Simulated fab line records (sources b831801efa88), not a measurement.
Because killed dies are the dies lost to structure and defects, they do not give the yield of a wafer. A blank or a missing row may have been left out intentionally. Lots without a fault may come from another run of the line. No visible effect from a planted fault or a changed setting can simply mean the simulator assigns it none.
Which tool was responsible? -- flow gf180mcu -- 12 lots with 36 wafers sampled at 4 steps, on a route of 602 steps

== WHAT THE GAUGES READ, wafer by wafer ==
GF_STI_CD_MEAS_12: the cd target is 220 nm.
lot,measured,on,cdNm (nm)
L853,day 2 01:22,cdSem-02,218.6 218.5 218.3
L854,day 2 06:38,cdSem-02,218.9 219.5 219.3
L855,day 2 15:14,cdSem-02,221.3 218.6 220.0
L856,day 2 18:04,cdSem-01,222.0 221.1 222.1
L857,day 2 23:22,cdSem-01,219.3 220.8 220.2
L858,day 3 02:58,cdSem-02,219.1 219.2 219.0
L859,day 3 07:44,cdSem-02,220.3 219.3 218.5
L867,day 5 01:16,cdSem-01,219.3 220.2 221.1
L872,day 6 03:05,cdSem-01,218.2 219.4 218.6
L873,day 6 08:44,cdSem-01,220.4 220.1 220.5
L874,day 6 14:25,cdSem-01,218.8 219.4 218.6
L875,day 6 18:45,cdSem-01,219.2 219.2 219.6

GF_STI_THK_MEAS_30.
lot,measured,on,STI_OXIDATION_02_THK (nm)
L853,day 2 07:19,filmMetro-04,10.00 10.09 10.17
L854,day 2 14:20,filmMetro-04,9.65 9.65 9.73
L855,day 2 20:43,filmMetro-02,10.42 10.44 10.26
L856,day 2 22:29,filmMetro-04,10.15 10.16 10.10
L857,day 3 04:24,filmMetro-03,8.16 8.28 8.12
L858,day 3 08:02,filmMetro-02,8.32 8.31 8.37
L859,day 3 12:54,filmMetro-03,8.11 8.05 8.03
L867,day 5 07:15,filmMetro-03,9.87 9.96 9.96
L872,day 6 07:55,filmMetro-02,10.41 10.21 10.05
L873,day 6 13:23,filmMetro-02,10.17 10.35 10.29
L874,day 6 18:46,filmMetro-04,9.91 9.86 9.69
L875,day 6 23:22,filmMetro-03,10.12 9.99 9.95

GF_LVPWELL_TW_MEAS_11.
lot,measured,on,LVPWELL_TW
L853,day 3 20:46,filmMetro-01,566 568 569
L854,day 4 05:04,filmMetro-03,557 559 558
L855,day 4 12:11,filmMetro-03,560 557 559
L856,day 4 15:16,filmMetro-03,561 561 557
L857,day 4 21:13,filmMetro-04,572 572 575
L858,day 5 00:26,filmMetro-01,567 568 572
L859,day 5 06:37,filmMetro-01,570 569 568
L867,day 7 04:35,filmMetro-01,564 566 568
L872,day 8 07:56,filmMetro-01,565 568 569
L873,day 8 13:04,filmMetro-01,565 566 565
L874,day 8 19:44,filmMetro-03,554 554 553
L875,day 9 00:32,filmMetro-01,569 567 568

== WHAT TOOL EACH LOT RAN ON (gives the tool, then ch and the chambers of the sampled wafers, and finally the start) ==
lot,GF_STI_OXIDATION_29
L853,"furnace-01 ch 0, day 2 05:55"
L854,"furnace-02 ch 0, day 2 12:56"
L855,"furnace-01 ch 0, day 2 19:19"
L856,"furnace-01 ch 0, day 2 21:06"
L857,"furnace-01 ch 0, day 3 03:00"
L858,"furnace-01 ch 0, day 3 06:37"
L859,"furnace-01 ch 0, day 3 11:30"
L867,"furnace-02 ch 0, day 5 05:50"
L872,"furnace-01 ch 0, day 6 06:31"
L873,"furnace-01 ch 0, day 6 11:59"
L874,"furnace-01 ch 0, day 6 17:22"
L875,"furnace-02 ch 0, day 6 21:58"
- GF_STI_OXIDATION_29: stabilise 600 s, purge 300 s, target thk 10 nm.

== AS READ BY THE TOOLS THEMSELVES (means over the sampled wafers that have a number; for cases with no such wafer, the mark the record gives instead) ==
GF_STI_OXIDATION_29.
lot,tool,spikeTcBottomC (C),spikeTcCentreC (C),spikeTcLowerC (C),spikeTcTopC (C),spikeTcUpperC (C),tubeCenterTempC (C),tube_center_temp_C_max,zonePowerBottomPct (%),zonePowerUpperPct (%)
L853,furnace-01,919.2,900.4,900.9,912.1,902.4,900,902.0,26.85,16.18
L854,furnace-02,922.5,901.6,900.3,914.0,898.6,900,902.4,26.74,16.16
L855,furnace-01,920.7,902.2,900.4,911.1,901.4,900,902.3,26.73,16.13
L856,furnace-01,920.5,901.0,900.4,912.0,900.9,900,902.3,26.75,16.24
L857,furnace-01,901.7,883.0,882.5,894.2,882.5,882,884.0,25.65,15.48
L858,furnace-01,902.2,882.0,883.8,893.4,883.8,882,884.2,25.87,15.60
L859,furnace-01,902.9,882.5,883.6,894.4,882.5,882,884.6,25.86,15.47
L867,furnace-02,922.1,902.0,901.7,914.4,898.6,900,902.5,26.73,16.23
L872,furnace-01,921.0,901.2,901.8,911.9,900.9,900,902.3,26.76,16.13
L873,furnace-01,920.3,901.9,900.6,911.5,900.7,900,902.5,27.00,16.27
L874,furnace-01,920.5,901.3,902.1,911.9,900.9,900,902.5,26.83,16.10
L875,furnace-02,922.7,902.7,901.2,913.4,898.4,900,902.1,26.32,16.12

== THE ANSWER, worked out from the rows above alone ==
Rule: what is usual is taken from the lots themselves. The widest of any qualifying gaps counts: lots, ordered by their means at a reading, are off when they make up no more than a third of the lots, leave a main group of 4 or more, and stand apart from it by 3 or more times the standard deviation of that group's means. A main group is skipped when, at the precision printed for the reading in the tables above, its means are all equal. Also off: a lot with no number at a reading for which 4 or more lots have one. Any other lot the step has rows for is counted as sound. After the gauges, taken in route order, come the tools' own readings; for these a lot's mean is taken, as printed above. The first step at which some lot is off is used, and at that step the reading that is off furthest; a lot without a number counts as furthest.
Off: L857, L858, L859, at GF_STI_THK_MEAS_30 (STI_OXIDATION_02_THK). For the main group the mean is 10.06 nm and the standard deviation 0.21.
If a tool, at a process step before that reading, ran all the lots that are off and no sound lot after the first of them, it fits. Not tried: the gauges at GF_STI_THK_MEAS_30; whatever is off there is also off at GF_STI_OXIDATION_29, on other tools, and gauge error can't account for it. Not one of the candidates tried fits.

== WHAT THE SIMULATOR HAD PUT IN ==
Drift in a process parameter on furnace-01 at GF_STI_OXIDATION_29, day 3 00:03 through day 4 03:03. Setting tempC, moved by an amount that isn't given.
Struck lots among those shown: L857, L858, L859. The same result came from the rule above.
